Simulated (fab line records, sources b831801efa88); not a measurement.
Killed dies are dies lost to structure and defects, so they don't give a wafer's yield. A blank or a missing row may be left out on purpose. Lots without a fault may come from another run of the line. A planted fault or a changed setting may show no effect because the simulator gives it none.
Split-lot experiment | flow sky130 | 5 lots, 23 wafers read, on a route of 708 steps

THE SPLIT
At SKY_VT_ADJUST_HVTP_COAT_02 (resist thk 1140 nm), the setting resist_thk_nm was moved away from the recipe's 1140 nm on 6 of the 23 wafers read, by -1.8% to +4.6%. The other wafers ran this setting at the recipe's value.

The reading is taken at the split's own step.

THE READING
NOVOLAK_of_VT_ADJUST_HVTP_COAT_02.thk_nm (the simulator's own value, which no gauge read), in nm, at SKY_VT_ADJUST_HVTP_COAT_02 (resist thk 1140 nm). The file gives no usual value for it. The 17 wafers here that ran the recipe average 1141 nm, standard deviation 1.5 nm.

wafer  | tool, chamber at the split | resist_thk_nm as run, nm | against the recipe | NOVOLAK_of_VT_ADJUST_HVTP_COAT_02.thk_nm, nm | against lot-mates on the recipe
L074.1 | litho_track-01, 0          | 1119                     | -1.8%              | 1117                                         | -25
L074.3 | litho_track-01, 0          | 1140                     | recipe             | 1141                                         | -
L074.5 | litho_track-01, 0          | 1140                     | recipe             | 1141                                         | -
L074.4 | litho_track-01, 0          | 1140                     | recipe             | 1144                                         | -
L074.6 | litho_track-01, 0          | 1119                     | -1.8%              | 1122                                         | -20
L080.1 | litho_track-03, 0          | 1175                     | +3.1%              | 1177                                         | +36
L080.2 | litho_track-03, 0          | 1175                     | +3.1%              | 1177                                         | +36
L080.3 | litho_track-03, 0          | 1140                     | recipe             | 1140                                         | -
L080.4 | litho_track-03, 0          | 1140                     | recipe             | 1142                                         | -
L080.5 | litho_track-03, 0          | 1140                     | recipe             | 1141                                         | -
L081.1 | litho_track-01, 0          | 1140                     | recipe             | 1141                                         | -
L081.3 | litho_track-01, 0          | 1140                     | recipe             | 1144                                         | -
L081.6 | litho_track-01, 0          | 1140                     | recipe             | 1140                                         | -
L083.1 | litho_track-03, 0          | 1140                     | recipe             | 1143                                         | -
L083.2 | litho_track-03, 0          | 1140                     | recipe             | 1140                                         | -
L083.3 | litho_track-03, 0          | 1140                     | recipe             | 1140                                         | -
L083.4 | litho_track-03, 0          | 1140                     | recipe             | 1139                                         | -
L083.6 | litho_track-03, 0          | 1140                     | recipe             | 1142                                         | -
L085.1 | litho_track-03, 0          | 1140                     | recipe             | 1139                                         | -
L085.2 | litho_track-03, 0          | 1192                     | +4.6%              | 1191                                         | +51
L085.3 | litho_track-03, 0          | 1192                     | +4.6%              | 1192                                         | +52
L085.4 | litho_track-03, 0          | 1140                     | recipe             | 1141                                         | -
L085.5 | litho_track-03, 0          | 1140                     | recipe             | 1140                                         | -

THE FIT
A straight line over all 23 wafers: NOVOLAK_of_VT_ADJUST_HVTP_COAT_02.thk_nm changes by +11.3 nm for each +1% of resist_thk_nm; r = +1.00; the points scatter about the line by 1.6 nm.
The same after taking each lot's own level away (the mean of its wafers on the recipe; 23 wafers): +11.5 nm for each +1%; r = +1.00; scatter 1.5 nm.
On that fit, the largest move of resist_thk_nm shifts the reading by 53 nm.
The lots' own levels span 1140.0 to 1142.0 nm, that is 1.4 times the standard deviation above.
So the lot-to-lot level changes the slope little: the two slopes agree.
Check: with one of the wafers moved furthest among these (+4.6%) left out of the fit, the line predicts +53.1 nm for it against its lot-mates. It came out at +51 nm against them.

OTHER SPLITS ON THESE WAFERS
These wafers also went through other splits before the reading. Each is held against what the fit with the lots' levels taken away leaves over:
other split on the same wafers      | wafers away from the commonest value | r with NOVOLAK_of_VT_ADJUST_HVTP_COAT_02.thk_nm (lot level and that fit taken away)
SKY_FIELD_ISO_DEVELOP_12 dev_temp_c | 6                                    | +0.17
SKY_FIELD_ISO_OXIDATION_22 temp_c   | 10                                   | +0.17
SKY_FIELD_ISO_WET_ETCH_28 time_s    | 18                                   | -0.20
SKY_NWELL_IMPLANT_11 energy_kev     | 8                                    | +0.05
SKY_NWELL_COAT_18 resist_thk_nm     | 9                                    | -0.25
SKY_NWELL_IMPLANT_24 energy_kev     | 7                                    | +0.15

THE WHOLE CHAIN: every reading that the file lists as answering this split, in the file's order
step                        | what it does       | reading                                                                                   | change (the file's fit)              | r (the file's)
SKY_VT_ADJUST_HVTP_COAT_02  | resist thk 1140 nm | NOVOLAK_of_VT_ADJUST_HVTP_COAT_02.thk_nm (the simulator's own value, which no gauge read) | +11.4 nm for each +1% of the setting | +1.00
SKY_VT_ADJUST_HVTP_STRIP_10 | strips in O2/N2    | strip_time_to_endpoint_s                                                                  | withheld for each +1% of the setting | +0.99

THE FILE'S OWN FIT
NOVOLAK_of_VT_ADJUST_HVTP_COAT_02.thk_nm changes by +11.4 nm for each +1% of resist_thk_nm, r = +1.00.
